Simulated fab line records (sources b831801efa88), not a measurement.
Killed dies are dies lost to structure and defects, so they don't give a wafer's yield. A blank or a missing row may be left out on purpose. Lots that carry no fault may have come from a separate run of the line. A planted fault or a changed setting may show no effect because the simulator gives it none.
Which tool did it? + flow sfqLine + 14 lots (42 wafers sampled), 1 step of a 325-step route

== WHAT EACH GAUGE READ, for each wafer ==
Not one reading of a measure or inspect step in the record can be checked against a usual standard deviation.

== WHICH TOOL RAN EACH LOT (tool, then ch and the chambers of the sampled wafers, then the start) ==
| lot  | SFQ_TRILAYER_R5_ETCH_METAL_ETCH_139 |
|------|-------------------------------------|
| L300 | rieMetal-04 ch 0,1, day 50 03:40    |
| L301 | rieMetal-01 ch 0,1, day 50 15:40    |
| L302 | rieMetal-02 ch 0, day 51 01:22      |
| L303 | rieMetal-01 ch 0,1, day 51 08:34    |
| L304 | rieMetal-02 ch 0,1, day 52 09:35    |
| L306 | rieMetal-02 ch 0,1, day 53 07:10    |
| L309 | rieMetal-01 ch 0,1, day 54 15:07    |
| L311 | rieMetal-04 ch 0,1, day 55 04:20    |
| L313 | rieMetal-01 ch 0,1, day 55 11:31    |
| L314 | rieMetal-02 ch 0,1, day 55 17:31    |
| L315 | rieMetal-04 ch 0,1, day 56 06:44    |
| L320 | rieMetal-01 ch 0,1, day 57 13:28    |
| L322 | rieMetal-01 ch 0,1, day 57 19:29    |
| L323 | rieMetal-01 ch 0,1, day 58 03:59    |
- SFQ_TRILAYER_R5_ETCH_METAL_ETCH_139: etches the open film in Cl2, stops on SiO2, target depth 60 nm, time 40 s.

== AS READ BY THE TOOLS THEMSELVES (means over the sampled wafers that have a number; for cases with no such wafer, the mark the record gives instead) ==
SFQ_TRILAYER_R5_ETCH_METAL_ETCH_139. Usual: drypumpMotorCurrentA 6.01 A, standard deviation 0.27; oesProductAu 0.986 a.u., standard deviation 0.009; rfFwdPowerW 594 W, standard deviation 3.
| lot  | tool        | drypumpMotorCurrentA (A) | oesProductAu (a.u.) | rfFwdPowerW (W) | flag |
|------|-------------|--------------------------|---------------------|-----------------|------|
| L300 | rieMetal-04 | 5.92                     | 0.979               | 594             |      |
| L301 | rieMetal-01 | 6.28                     | 0.988               | 596             |      |
| L302 | rieMetal-02 | 5.57                     | 0.990               | 591             |      |
| L303 | rieMetal-01 | 6.29                     | 0.992               | 596             |      |
| L304 | rieMetal-02 | 5.73                     | 0.992               | 591             |      |
| L306 | rieMetal-02 | 5.71                     | 0.993               | 590             |      |
| L309 | rieMetal-01 | 6.31                     | 0.986               | 595             |      |
| L311 | rieMetal-04 | 6.00                     | 0.973               | 596             |      |
| L313 | rieMetal-01 | 6.22                     | 0.985               | 595             |      |
| L314 | rieMetal-02 | 5.72                     | 0.988               | 587             |      |
| L315 | rieMetal-04 | 5.91                     | 0.984               | 594             |      |
| L320 | rieMetal-01 | 6.23                     | 0.985               | 596             |      |
| L322 | rieMetal-01 | 6.29                     | 0.947               | 595             | OFF  |
| L323 | rieMetal-01 | 6.25                     | 0.939               | 594             | OFF  |

== THE ANSWER, worked out from the rows above alone ==
Rule: take the mean of a lot's wafers that have a number; if it is more than 3 standard deviations from the usual mean, the lot is off. Also off: a lot with no number at a reading for which 4 or more lots have one. The other lots that the step has rows for count as sound. Order of review: gauges by route order, followed by the tools' own readings, for which a lot's mean as printed above is used. At the first step where some lot is off, the reading lying furthest off is the one used; lots without a number count as furthest.
Off: L322, L323, at SFQ_TRILAYER_R5_ETCH_METAL_ETCH_139 (oesProductAu).
If a tool, at that step or one of the process steps before it, ran each lot that is off and ran no sound lot following the first of them, it fits. One fits: rieMetal-01 at SFQ_TRILAYER_R5_ETCH_METAL_ETCH_139. Its last sound lot is L320 (day 57 13:28), its first lot that is off L322 (day 57 19:29): a fault that began between those two fits.
On the lots that are off, the tool's own readings at SFQ_TRILAYER_R5_ETCH_METAL_ETCH_139 differ by more than 5 times the standard deviation of the sound lots' means, which bears it out; oesProductAu reads 0.943 a.u. there versus 0.986 a.u. on the sound lots.

== WHAT WAS PUT IN BY THE SIMULATOR ==
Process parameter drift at SFQ_TRILAYER_R5_ETCH_METAL_ETCH_139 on rieMetal-01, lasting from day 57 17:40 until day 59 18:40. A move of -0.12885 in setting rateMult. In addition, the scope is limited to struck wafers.
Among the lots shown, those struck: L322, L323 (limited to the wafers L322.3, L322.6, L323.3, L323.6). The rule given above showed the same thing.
